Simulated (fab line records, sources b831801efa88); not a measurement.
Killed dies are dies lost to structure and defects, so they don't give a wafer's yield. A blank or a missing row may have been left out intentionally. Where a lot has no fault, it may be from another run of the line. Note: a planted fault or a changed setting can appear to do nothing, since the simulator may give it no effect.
Tool commonality check + flow gf180mcu + Sampled: 13 lots, 37 wafers

== WHAT PROMPTED THE OPENING ==
GF_HV_LDD_TW_MEAS_11, reading HV_LDD_TW: flagged on 3 of 13 lots. Fault-free wafers read 2414, with a standard deviation of 19.
Rule: a lot is flagged in two cases, either no wafer of it has a number, or all its wafers with numbers fall more than 4 standard deviations from that mean. As for the other lots, they are considered sound.

| lot  | measured     | on            | HV_LDD_TW, wafer by wafer | flag    |
|------|--------------|---------------|---------------------------|---------|
| L326 | day 10 03:16 | film-metro-01 | 2392 2395                 |         |
| L327 | day 10 09:35 | film-metro-02 | 2421 2429 2432            |         |
| L329 | day 10 21:16 | film-metro-02 | 2429 2435 2433            |         |
| L331 | day 11 13:49 | film-metro-02 | 30 30 31                  | FLAGGED |
| L332 | day 11 21:47 | film-metro-03 | 2400 2394 2389            |         |
| L334 | day 12 09:46 | film-metro-01 | 30 30 30                  | FLAGGED |
| L333 | day 12 10:04 | film-metro-03 | 30 30 30                  | FLAGGED |
| L343 | day 15 05:55 | film-metro-03 | 2407 2392 2395            |         |
| L344 | day 15 14:13 | film-metro-03 | 2411 2397 2410            |         |
| L345 | day 15 20:34 | film-metro-03 | 2406 2414 2402            |         |
| L347 | day 16 08:27 | film-metro-03 | 2414 2410 2421            |         |
| L348 | day 16 20:05 | film-metro-03 | 2410 2409                 |         |
| L349 | day 17 01:11 | film-metro-02 | 2447 2435 2435            |         |
The numbers of the flagged lots are 30 on average: -2384 against the usual, or -99 or more standard deviations.

== WHICH TOOL EACH LOT WENT THROUGH ==
2 process steps preceding the reading are held in the record, out of 602 steps in the route. In each cell: the tool, then ch and the chambers that the sampled wafers went through, then the start.
| lot  | flag    | GF_VT_IMPLANT_STRIP_42               | GF_HV_LDD_DEVELOP_06              |
|------|---------|--------------------------------------|-----------------------------------|
| L326 |         | plasma-asher-04 ch 1, day 7 13:36    | litho-track-02 ch 0, day 10 02:40 |
| L327 |         | plasma-asher-04 ch 0,1, day 7 19:46  | litho-track-04 ch 0, day 10 09:02 |
| L329 |         | plasma-asher-02 ch 0,1, day 8 09:31  | litho-track-02 ch 0, day 10 20:44 |
| L331 | FLAGGED | plasma-asher-04 ch 0,1, day 8 22:48  | litho-track-02 ch 0, day 11 13:16 |
| L332 |         | plasma-asher-04 ch 0,1, day 9 06:15  | litho-track-03 ch 0, day 11 21:14 |
| L334 | FLAGGED | plasma-asher-02 ch 1, day 9 17:10    | litho-track-02 ch 0, day 12 09:14 |
| L333 | FLAGGED | plasma-asher-03 ch 0,1, day 9 13:24  | litho-track-02 ch 0, day 12 09:31 |
| L343 |         | plasma-asher-04 ch 0,1, day 12 07:15 | litho-track-04 ch 0, day 15 05:22 |
| L344 |         | plasma-asher-03 ch 0,1, day 12 16:21 | litho-track-02 ch 0, day 15 13:41 |
| L345 |         | plasma-asher-03 ch 1, day 12 20:48   | litho-track-04 ch 0, day 15 20:01 |
| L347 |         | plasma-asher-03 ch 0,1, day 13 09:08 | litho-track-03 ch 0, day 16 07:55 |
| L348 |         | plasma-asher-02 ch 0,1, day 13 16:20 | litho-track-02 ch 0, day 16 19:35 |
| L349 |         | plasma-asher-03 ch 0,1, day 14 00:20 | litho-track-04 ch 0, day 17 00:40 |
What is done by these steps:
- GF_VT_IMPLANT_STRIP_42: strips in O2/N2.
- GF_HV_LDD_DEVELOP_06: develop time 60 s.
- GF_HV_LDD_TW_MEAS_11

== FLAGGED OVER TOTAL, TOOL BY TOOL (the gauges that took the reading come last) ==
| step                   | tool            | lots run | flagged | share of the flagged lots | sound lots run after its first flagged lot |
|------------------------|-----------------|----------|---------|---------------------------|--------------------------------------------|
| GF_VT_IMPLANT_STRIP_42 | plasma-asher-02 | 3        | 1       | some                      | 1 (L348)                                   |
| GF_VT_IMPLANT_STRIP_42 | plasma-asher-03 | 5        | 1       | some                      | 4 (L344,L345,L347,L349)                    |
| GF_VT_IMPLANT_STRIP_42 | plasma-asher-04 | 5        | 1       | some                      | 2 (L332,L343)                              |
| GF_HV_LDD_DEVELOP_06   | litho-track-02  | 7        | 3       | all                       | 2 (L344,L348)                              |
| GF_HV_LDD_DEVELOP_06   | litho-track-03  | 2        | 0       | none                      | -                                          |
| GF_HV_LDD_DEVELOP_06   | litho-track-04  | 4        | 0       | none                      | -                                          |
| GF_HV_LDD_TW_MEAS_11   | film-metro-01   | 2        | 1       | some                      | 0                                          |
| GF_HV_LDD_TW_MEAS_11   | film-metro-02   | 4        | 1       | some                      | 1 (L349)                                   |
| GF_HV_LDD_TW_MEAS_11   | film-metro-03   | 7        | 1       | some                      | 5 (L343,L344,L345,L347,L348)               |

== WHAT IS ALLOWED BY THE TABLE ==
All flagged lots share 1 row of the table, namely litho-track-02 at GF_HV_LDD_DEVELOP_06.
- litho-track-02 at GF_HV_LDD_DEVELOP_06: 3 of its 7 lots flagged. After the first flagged lot (L344, L348), sound lots still ran on it; a lasting fault on the whole tool would not permit that.
No row of the table ran every flagged lot and no sound lot after the first.

== WHAT THE SIMULATOR HAD PUT IN ==
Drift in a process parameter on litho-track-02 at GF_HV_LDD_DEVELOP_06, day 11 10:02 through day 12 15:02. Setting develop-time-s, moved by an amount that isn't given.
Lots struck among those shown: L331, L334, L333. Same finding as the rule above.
